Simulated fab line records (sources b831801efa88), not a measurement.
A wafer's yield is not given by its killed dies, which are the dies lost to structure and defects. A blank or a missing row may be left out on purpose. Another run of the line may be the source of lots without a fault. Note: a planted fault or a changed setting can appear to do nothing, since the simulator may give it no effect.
fab line records | flow gf180mcu
[record] lots = 14 | wafers = 42 | last_day = 33
route steps=602 shown V1@338 M2@377
lots with no fault: from the same line, run without faults
start_h: start of the lot's first displayed wafer, in hours after the record's first day | wait_h: how many hours have passed since the lot's step before this one | " unchanged from the row above | L1.1+2: several wafers, shown together as one row | - either no value or no given start | * or withheld: withheld | < > ~ a bound
route shown NAME@n: a module of which the file shows steps, and the number in the route of the first | usual: mean and standard deviation over wafers with no fault | same: alike in all rows | chamber/n: place in a boat | sites: per-site readings | _std_site: standard deviation across them | _edge_site: the outer-site mean with the inner-site mean subtracted | radius_mm: for every site, how far away it sits from the centre of the wafer | mask NAME#n: copy n | behind: tool/chamber where the wafer was last shaped | hold: why the lot went on hold/how many hours it stayed there/how the hold came to an end | device: the n, p or np transistor that did not switch | end of line: at the end of the route, the tests of the same wafers | a step with no rows: only its recipe | killed: the dies lost at the first sort to structure and to defects; this is not the yield of the wafer | map: the dies of a wafer, with x for killed, . for not killed, _ for no die there
set.NAME: the setting as run; set.NAME@STEP: as run at that earlier step | model.NAME: the simulator's own value behind a step, which no gauge read
a sample of lots followed through the steps of the route, with each step as a table and each wafer as a row
services: a tool's chamber out of use, with start hour (start_h, from the record's first day; less than 0 if before it), hours out, and reason
[[steps]]
[step GF_V1_THK_MEAS_03]
[recipe] reads = SiO2_of_V1_CVD_02
[usual] V1_CVD_02_THK = 850/10
lot.wafer | tool          | chamber | start_h | wait_h | V1_CVD_02_THK[nm]
L535.2    | film_metro-01 | -       | 391.08  | 0.0    | 840
L535.3    | "             | -       | "       | "      | 836
L535.4    | "             | -       | "       | "      | 847
L536.1    | film_metro-02 | -       | 402.60  | 0.0    | 838
L536.2    | "             | -       | "       | "      | 852
L536.4    | "             | -       | "       | "      | 867
L537.1    | film_metro-01 | -       | 410.56  | 0.0    | 837
L537.3    | "             | -       | "       | "      | 831
L537.5    | "             | -       | "       | "      | 856
L538.1    | film_metro-03 | -       | 421.41  | 0.0    | 842
L538.2    | "             | -       | "       | "      | 836
L538.3    | "             | -       | "       | "      | 849
L539.2    | film_metro-03 | -       | 434.48  | 0.0    | 851
L539.4    | "             | -       | "       | "      | 873
L539.5    | "             | -       | "       | "      | 869
L540.3    | film_metro-02 | -       | 438.24  | 0.1    | 828
L540.4    | "             | -       | "       | "      | 854
L540.5    | "             | -       | "       | "      | 842
L545.1    | film_metro-02 | -       | 489.54  | 0.0    | 854
L545.4    | "             | -       | "       | "      | 854
L545.5    | "             | -       | "       | "      | 852
L544.1    | film_metro-02 | -       | 490.42  | 0.0    | 840
L544.3    | "             | -       | "       | "      | 842
L544.5    | "             | -       | "       | "      | 876
L546.3    | film_metro-02 | -       | 500.79  | 0.1    | 857
L546.4    | "             | -       | "       | "      | 847
L546.6    | "             | -       | "       | "      | 848
L547.1    | film_metro-01 | -       | 504.42  | 0.0    | 839
L547.2    | "             | -       | "       | "      | 852
L547.4    | "             | -       | "       | "      | 869
L548.1    | film_metro-01 | -       | 511.07  | 0.0    | 855
L548.3    | "             | -       | "       | "      | 857
L548.5    | "             | -       | "       | "      | 863
L549.2    | film_metro-01 | -       | 526.77  | 0.0    | 845
L549.3    | "             | -       | "       | "      | 836
L549.5    | "             | -       | "       | "      | 860
L550.1    | film_metro-01 | -       | 533.26  | 0.0    | 832
L550.3    | "             | -       | "       | "      | 840
L550.5    | "             | -       | "       | "      | 849
L553.2    | film_metro-03 | -       | 554.08  | 0.0    | 868
L553.3    | "             | -       | "       | "      | 847
L553.5    | "             | -       | "       | "      | 862
[step GF_V1_CD_MEAS_14]
[recipe] target_cd_nm = 260
[usual] cd_nm = 259.7/1.2
lot.wafer | tool      | chamber | start_h | wait_h | cd_nm
L535.2    | cd_sem-02 | -       | 415.03  | 0.1    | 259.6
L535.3    | "         | -       | "       | "      | 258.4
L535.4    | "         | -       | "       | "      | 258.1
L536.1    | cd_sem-02 | -       | 426.81  | 0.1    | 259.2
L536.2    | "         | -       | "       | "      | 261.3
L536.4    | "         | -       | "       | "      | 260.1
L537.1    | cd_sem-02 | -       | 435.01  | 0.1    | 259.7
L537.3    | "         | -       | "       | "      | 258.7
L537.5    | "         | -       | "       | "      | 258.6
L538.1    | cd_sem-01 | -       | 446.21  | 0.1    | 258.1
L538.2    | "         | -       | "       | "      | 258.0
L538.3    | "         | -       | "       | "      | 260.1
L539.2    | cd_sem-02 | -       | 459.13  | 0.1    | 260.5
L539.4    | "         | -       | "       | "      | 260.2
L539.5    | "         | -       | "       | "      | 259.4
L540.3    | cd_sem-01 | -       | 463.10  | 0.1    | 258.2
L540.4    | "         | -       | "       | "      | 258.6
L540.5    | "         | -       | "       | "      | 260.1
L545.1    | cd_sem-01 | -       | 513.76  | 0.1    | 261.1
L545.4    | "         | -       | "       | "      | 259.2
L545.5    | "         | -       | "       | "      | 260.5
L544.1    | cd_sem-01 | -       | 514.71  | 0.1    | 258.5
L544.3    | "         | -       | "       | "      | 259.6
L544.5    | "         | -       | "       | "      | 259.4
L546.3    | cd_sem-02 | -       | 524.90  | 0.1    | 260.4
L546.4    | "         | -       | "       | "      | 259.8
L546.6    | "         | -       | "       | "      | 259.3
L547.1    | cd_sem-02 | -       | 528.55  | 0.1    | 260.5
L547.2    | "         | -       | "       | "      | 259.3
L547.4    | "         | -       | "       | "      | 258.3
L548.1    | cd_sem-01 | -       | 534.76  | 0.1    | 260.4
L548.3    | "         | -       | "       | "      | 261.3
L548.5    | "         | -       | "       | "      | 261.2
L549.2    | cd_sem-02 | -       | 549.48  | 0.1    | 258.2
L549.3    | "         | -       | "       | "      | 258.9
L549.5    | "         | -       | "       | "      | 259.7
L550.1    | cd_sem-01 | -       | 556.21  | 0.1    | 259.5
L550.3    | "         | -       | "       | "      | 258.7
L550.5    | "         | -       | "       | "      | 259.6
L553.2    | cd_sem-01 | -       | 576.48  | 0.1    | 262.7
L553.3    | "         | -       | "       | "      | 262.2
L553.5    | "         | -       | "       | "      | 262.5
[step GF_V1_CMP_26]
[recipe] stop_on = SiO2 | down_force_psi = 3.5 | platen_rpm = 60 | t_overpolish_s = 15 | target_thk_nm = 0 | pad_velocity_m_s = 0.94248
[usual] edge_zone_pressure_frac = 1.000/0.0049 | head_pressure_psi = 3.500/0.0079 | motor_current_A = 11.3/1.1 | overpolish_run_s = 15.000/0.0089 | slurry_filter_dp_kPa = 13.50/0.13 | time_to_endpoint_s = 84.8/2.9
lot.wafer | tool   | chamber | start_h | wait_h | edge_zone_pressure_frac | head_pressure_psi | motor_current_A | overpolish_run_s | slurry_filter_dp_kPa | time_to_endpoint_s
L535.3    | cmp-01 | 3       | 416.22  | 0.0    | 1.004                   | 3.508             | 12.6            | 14.994           | 13.71                | 86.3
L535.4    | "      | 0       | "       | "      | 1.003                   | 3.500             | 12.1            | 15.006           | 13.47                | 81.2
L535.2    | "      | 1       | "       | "      | 1.004                   | 3.501             | 10.3            | 14.992           | 13.57                | 81.3
L536.2    | cmp-02 | 3       | 428.03  | 0.0    | 1.008                   | 3.502             | 10.5            | 15.002           | 13.53                | 83.9
L536.4    | "      | 1       | "       | "      | 0.996                   | 3.497             | 11.1            | 14.977           | 13.49                | 84.3
L536.1    | "      | 2       | "       | "      | 0.999                   | 3.493             | 11.4            | 14.999           | 13.38                | 85.7
L537.3    | cmp-02 | 0       | 436.48  | 0.1    | 1.003                   | 3.497             | 9.6             | 14.997           | 13.75                | 84.6
L537.1    | "      | 1       | "       | "      | 1.008                   | 3.511             | 10.9            | 14.979           | 13.60                | 85.8
L537.5    | "      | 2       | "       | "      | 0.995                   | 3.496             | 11.8            | 15.004           | 13.56                | 85.2
L538.2    | cmp-02 | 2       | 447.82  | 0.1    | 0.992                   | 3.499             | 11.3            | 15.008           | 13.65                | 83.4
L538.1    | "      | 3       | "       | "      | 0.994                   | 3.499             | 11.5            | 15.011           | 13.52                | 84.6
L538.3    | "      | 0       | "       | "      | 0.993                   | 3.491             | 9.2             | 15.008           | 13.61                | 87.2
L539.4    | cmp-01 | 3       | 460.32  | 0.0    | 1.005                   | 3.498             | 12.1            | 15.009           | 13.50                | 86.2
L539.2    | "      | 1       | "       | "      | 0.999                   | 3.494             | 10.0            | 15.001           | 13.38                | 82.8
L539.5    | "      | 0       | "       | "      | 1.001                   | 3.509             | 12.4            | 14.994           | 13.48                | 78.9
L540.3    | cmp-01 | 3       | 464.34  | 0.0    | 1.001                   | 3.495             | 12.5            | 15.000           | 13.70                | 87.7
L540.4    | "      | 1       | "       | "      | 0.998                   | 3.505             | 9.8             | 15.005           | 13.37                | 82.8
L540.5    | "      | 0       | "       | "      | 1.005                   | 3.495             | 11.6            | 14.995           | 13.70                | 82.2
L545.4    | cmp-01 | 2       | 514.97  | 0.0    | 0.996                   | 3.509             | 10.9            | 14.998           | 13.17                | 84.5
L545.1    | "      | 1       | "       | "      | 1.000                   | 3.494             | 10.1            | 14.996           | 13.33                | 82.3
L545.5    | "      | 2       | "       | "      | 0.994                   | 3.497             | 10.1            | 15.011           | 13.59                | 84.5
L544.1    | cmp-01 | 1       | 515.97  | 0.1    | 0.995                   | 3.482             | 9.9             | 15.016           | 13.56                | 84.1
L544.3    | "      | 2       | "       | "      | 0.999                   | 3.507             | 10.7            | 14.992           | 13.48                | 80.8
L544.5    | "      | 1       | "       | "      | 0.998                   | 3.494             | 10.4            | 14.997           | 13.38                | 82.7
L546.3    | cmp-01 | 3       | 526.13  | 0.1    | 1.006                   | 3.505             | 12.5            | 15.003           | 13.44                | 90.9
L546.4    | "      | 0       | "       | "      | 0.995                   | 3.488             | 12.8            | 14.988           | 13.43                | 83.5
L546.6    | "      | 3       | "       | "      | 0.997                   | 3.495             | 12.6            | 14.991           | 13.58                | 89.8
L547.2    | cmp-02 | 2       | 529.81  | 0.1    | 0.995                   | 3.495             | 11.5            | 15.006           | 13.77                | 89.8
L547.4    | "      | 3       | "       | "      | 1.000                   | 3.487             | 10.7            | 15.002           | 13.41                | 91.1
L547.1    | "      | 0       | "       | "      | 0.996                   | 3.494             | 8.7             | 15.009           | 13.52                | 93.8
L548.1    | cmp-01 | 0       | 536.00  | 0.1    | -                       | -                 | -               | -                | -                    | -
L548.3    | "      | 2       | "       | "      | -                       | -                 | -               | -                | -                    | -
L548.5    | "      | 1       | "       | "      | -                       | -                 | -               | -                | -                    | -
L549.2    | cmp-02 | 0       | 550.72  | 0.1    | -                       | -                 | -               | -                | -                    | -
L549.3    | "      | 1       | "       | "      | -                       | -                 | -               | -                | -                    | -
L549.5    | "      | 3       | "       | "      | -                       | -                 | -               | -                | -                    | -
L550.3    | cmp-02 | 2       | 557.47  | 0.1    | 1.005                   | 3.491             | 11.4            | 14.997           | 13.53                | 86.6
L550.1    | "      | 0       | "       | "      | 1.001                   | 3.497             | 9.5             | 14.987           | 13.40                | 88.9
L550.5    | "      | 2       | "       | "      | 1.007                   | 3.498             | 11.6            | 15.008           | 13.40                | 90.8
L553.3    | cmp-01 | 1       | 577.83  | 0.1    | 0.998                   | 3.502             | 10.0            | 14.992           | 13.28                | 85.4
L553.2    | "      | 2       | "       | "      | 1.000                   | 3.504             | 11.2            | 14.992           | 13.39                | 83.0
L553.5    | "      | 0       | "       | "      | 1.004                   | 3.518             | 12.5            | 14.997           | 13.57                | 85.7
[step GF_M2_OVL_MEAS_15]
[usual] M2_OVL = 0/5.7
lot.wafer | tool       | chamber | start_h | wait_h | M2_OVL[nm]
L535.2    | overlay-02 | -       | 441.34  | 0.1    | 6
L535.3    | "          | -       | "       | "      | -12
L535.4    | "          | -       | "       | "      | -7
L536.1    | overlay-02 | -       | 453.58  | 0.1    | -1
L536.2    | "          | -       | "       | "      | -3
L536.4    | "          | -       | "       | "      | 0
L537.1    | overlay-01 | -       | 460.82  | 0.1    | 7
L537.3    | "          | -       | "       | "      | 5
L537.5    | "          | -       | "       | "      | 9
L538.1    | overlay-02 | -       | 472.52  | 0.1    | -1
L538.2    | "          | -       | "       | "      | 15
L538.3    | "          | -       | "       | "      | 0
L539.2    | overlay-02 | -       | 484.69  | 0.1    | 1
L539.4    | "          | -       | "       | "      | 1
L539.5    | "          | -       | "       | "      | -2
L540.3    | overlay-02 | -       | 489.18  | 0.1    | 3
L540.4    | "          | -       | "       | "      | 3
L540.5    | "          | -       | "       | "      | 9
L545.1    | overlay-01 | -       | 538.33  | 0.1    | -3
L545.4    | "          | -       | "       | "      | -3
L545.5    | "          | -       | "       | "      | -8
L544.1    | overlay-01 | -       | 539.97  | 0.1    | -6
L544.3    | "          | -       | "       | "      | 1
L544.5    | "          | -       | "       | "      | -1
L546.3    | overlay-02 | -       | 548.89  | 0.1    | 2
L546.4    | "          | -       | "       | "      | 7
L546.6    | "          | -       | "       | "      | 5
L547.1    | overlay-02 | -       | 552.98  | 0.1    | 7
L547.2    | "          | -       | "       | "      | -3
L547.4    | "          | -       | "       | "      | 4
L550.1    | overlay-02 | -       | 579.12  | 0.1    | 7
L550.3    | "          | -       | "       | "      | 11
L550.5    | "          | -       | "       | "      | 9
L553.2    | overlay-02 | -       | 599.18  | 0.1    | 4
L553.3    | "          | -       | "       | "      | 0
L553.5    | "          | -       | "       | "      | -3
[[services]]
tool   | chamber | start_h | hours | kind
cmp-01 | -       | 396.87  | 5.2   | pm
cmp-01 | -       | 405.82  | 4.0   | pm
cmp-01 | -       | 409.82  | -     | consumable_replace:conditioner
cmp-01 | -       | 409.82  | -     | consumable_replace:pad
cmp-01 | -       | 420.08  | 0.8   | repair
cmp-02 | -       | 421.30  | 0.6   | repair
cmp-02 | -       | 434.96  | 1.2   | repair
cmp-01 | -       | 457.59  | 1.7   | repair
cmp-02 | -       | 462.66  | 4.9   | repair
cmp-01 | -       | 478.74  | 3.7   | pm
cmp-02 | -       | 572.92  | 4.0   | pm
cmp-02 | -       | 576.92  | -     | consumable_replace:conditioner
cmp-02 | -       | 576.92  | -     | consumable_replace:pad
[[key]]
[first_sign] step = GF_V1_CMP_26 | reading = tool_record | direction = missing
effect none on later readings
met_at GF_V1_CMP_26
struck_lots L548,L549
later_rows_left_out L548.1,L548.3,L548.5,L549.2,L549.3,L549.5
sort_left_out L548.1,L548.3,L548.5,L549.2,L549.3,L549.5
not_acting_at GF_V1_THK_MEAS_03,GF_V1_CD_MEAS_14,GF_M2_OVL_MEAS_15
onset_between 529.81 536.00
[fault] kind = skipped_step_whole | tool = cmp-01,cmp-02 | chamber = - | onset_h = 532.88 | steps = GF_V1_CMP_26 | scope = struck_lots_only
// sort_left_out: the simulated sort isn't trusted on such a fault, so these wafers' sort isn't shown, and their yield isn't known
// later_rows_left_out: the simulator's readings of these wafers behind a module that went badly wrong aren't trusted and aren't shown, but for the sort
